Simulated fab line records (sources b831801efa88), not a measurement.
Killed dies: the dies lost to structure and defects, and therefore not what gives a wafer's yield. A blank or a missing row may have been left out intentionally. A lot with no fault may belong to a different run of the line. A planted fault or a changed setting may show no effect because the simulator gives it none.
A lot that was struck, set against a sound lot || flow sky130 || 32 out of 708 route steps
Sound: wafers L772.1, L772.4, L772.6. Wafers struck: L768.2, L768.4, L768.6. The cause is named last.
For every step that has rows: the tool of each side, followed by ch and its chambers, followed by its first start. Under that, the readings that differ: sound wafers || struck wafers || difference of the means || sigmas: that difference in standard deviations of wafers without a fault.
alike: a reading whose means differ by less than 2 such deviations, as well as words and numbers matching on both sides. not compared: withheld readings; readings where some wafer has no value; bounds like >300 that might hide an equal value; numbers whose values overlap and for which the record gives no deviation.
Wherever a step has rows on one side only, a row that says differs or no value, or a row with sigmas, the two part there. Non-overlapping numbers with no deviation appear without sigmas and do not part them. A reading missing from all wafers of one side parts the sides only when that side holds two or more wafers.

SKY_PWDE_OVL_MEAS_07:
  sound: overlay-01 at day 7 02:19; struck: overlay-02 at day 5 22:44
  alike: PWDE_OVL
next, for these wafers, 1 step has no rows: SKY_PWDE_IMPLANT_08.
SKY_PWDE_STRIP_09: strips in O2/N2.
  sound on plasma_asher-04 ch 0,1, day 7 02:30; struck on plasma_asher-03 ch 0, day 5 22:55
  alike: drypump_motor_current_A, oes_product_au, strip_time_to_endpoint_s
  not compared: rf_hours_counter_h
SKY_PWDE_TW_MEAS_10:
  sound: film_metro-01 at day 7 02:36; struck: film_metro-01 at day 5 23:02
  alike: PWDE_TW
then, 7 steps without rows for these wafers: SKY_NWELL_DEHYDRATE_03 (time 60 s); SKY_NWELL_HMDS_04 (prime time 60 s); SKY_NWELL_COAT_05 (resist thk 3000 nm); SKY_NWELL_SOFTBAKE_06; SKY_NWELL_EXPOSE_07 (exposes mask NWM, target cd 840 nm); SKY_NWELL_PEB_08; SKY_NWELL_DEVELOP_09 (develop time 60 s).
SKY_NWELL_OVL_MEAS_10:
  sound: overlay-02 at day 7 21:27; struck: overlay-01 at day 6 17:52
  alike: NWELL_00_OVL
SKY_NWELL_IMPLANT_11:
  sound on implanter-04 ch 0, day 7 21:29; struck on implanter-02 ch 0, day 6 17:56
{"reading": "beam_on_s (s)", "sound": "10.29 9.92 10.10", "struck": "66.58 70.36 69.44", "difference": "+58.69", "sigmas": "+99 or more"}
{"reading": "dose_ions_cm2", "sound": "1.901e+13 1.8972e+13 1.8983e+13", "struck": "2.0744e+14 2.0745e+14 2.0745e+14", "difference": "+1.8846e+14", "sigmas": "+99 or more"}
{"reading": "faraday_current_uA", "sound": "104.5 108.3 106.7", "struck": "174.8 165.9 168.3", "difference": "+63.2", "sigmas": "+29"}
then, 2 steps without rows for these wafers: SKY_NWELL_IMPLANT_12; SKY_NWELL_IMPLANT_13.
SKY_NWELL_STRIP_14: strips in O2/N2.
  sound on plasma_asher-04 ch 0,1, day 7 21:56; struck on plasma_asher-04 ch 0,1, day 6 18:21
  alike: drypump_motor_current_A, oes_product_au, strip_time_to_endpoint_s
  not compared: rf_hours_counter_h
SKY_NWELL_TW_MEAS_15:
  sound: film_metro-01 at day 7 22:02; struck: film_metro-01 at day 6 18:28
{"reading": "NWELL_TW", "sound": "1832 1829 1823", "struck": "3866 3896 3874", "difference": "+2051", "sigmas": "+99 or more"}
then, 7 steps without rows for these wafers: SKY_NWELL_DEHYDRATE_16 (time 60 s); SKY_NWELL_HMDS_17 (prime time 60 s); SKY_NWELL_COAT_18 (resist thk 3000 nm); SKY_NWELL_SOFTBAKE_19; SKY_NWELL_EXPOSE_20 (exposes mask NWM COMPLEMENT, target cd 840 nm); SKY_NWELL_PEB_21; SKY_NWELL_DEVELOP_22 (develop time 60 s).
SKY_NWELL_OVL_MEAS_23:
  sound: overlay-02 at day 8 19:01; struck: overlay-01 at day 7 13:24
  alike: NWELL_01_OVL
next, for these wafers, 1 step has no rows: SKY_NWELL_IMPLANT_24.
SKY_NWELL_STRIP_25: strips in O2/N2.
  sound on plasma_asher-04 ch 0,1, day 8 19:12; struck on plasma_asher-04 ch 0,1, day 7 13:35
  alike: drypump_motor_current_A, oes_product_au, strip_time_to_endpoint_s
  not compared: rf_hours_counter_h
SKY_NWELL_TW_MEAS_26:
  sound: film_metro-03 at day 8 19:18; struck: film_metro-01 at day 7 13:41
  alike: NWELL_2_TW
then, 1 step without rows for these wafers: SKY_NWELL_CLEAN_27 (cleans in SC1/SC2, time 150 s).
SKY_NWELL_RTA_28: time 30 s.
  sound on rtp_anneal-01 ch 0, day 8 19:28; struck on rtp_anneal-01 ch 0, day 7 13:49
  alike: chamber_o2_ppm, lamp_power_pct, wafer_temp_C_max
SKY_NWELL_RS_MEAS_29: the measuring method here is four-point-probe.
  sound: film_metro-04 at day 8 19:34; struck: film_metro-04 at day 7 13:55
{"reading": "NWELL_RS (ohm/sq)", "sound": "627.2 625.5 626.4", "struck": "160.8 160.8 160.9", "difference": -465.5, "sigmas": "-99 or more"}
-- the record jumps here: 41 days lie between the struck wafers' starts before and after (it left off in module NWELL and takes up again in module PAD_OPEN, whose first step shown is number 708 of the route) --
SKY_PAD_OPEN_PROBE_99:
  only the struck wafers here have rows in the record (prober-02, day 48 09:57); the sound ones have none

WHERE THEY PART
Last at SKY_PAD_OPEN_PROBE_99 as far as this record goes, first at SKY_NWELL_IMPLANT_11.

WHY: whatever the simulator had introduced
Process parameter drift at SKY_NWELL_IMPLANT_11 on implanter-02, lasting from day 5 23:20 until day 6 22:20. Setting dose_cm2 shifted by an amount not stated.
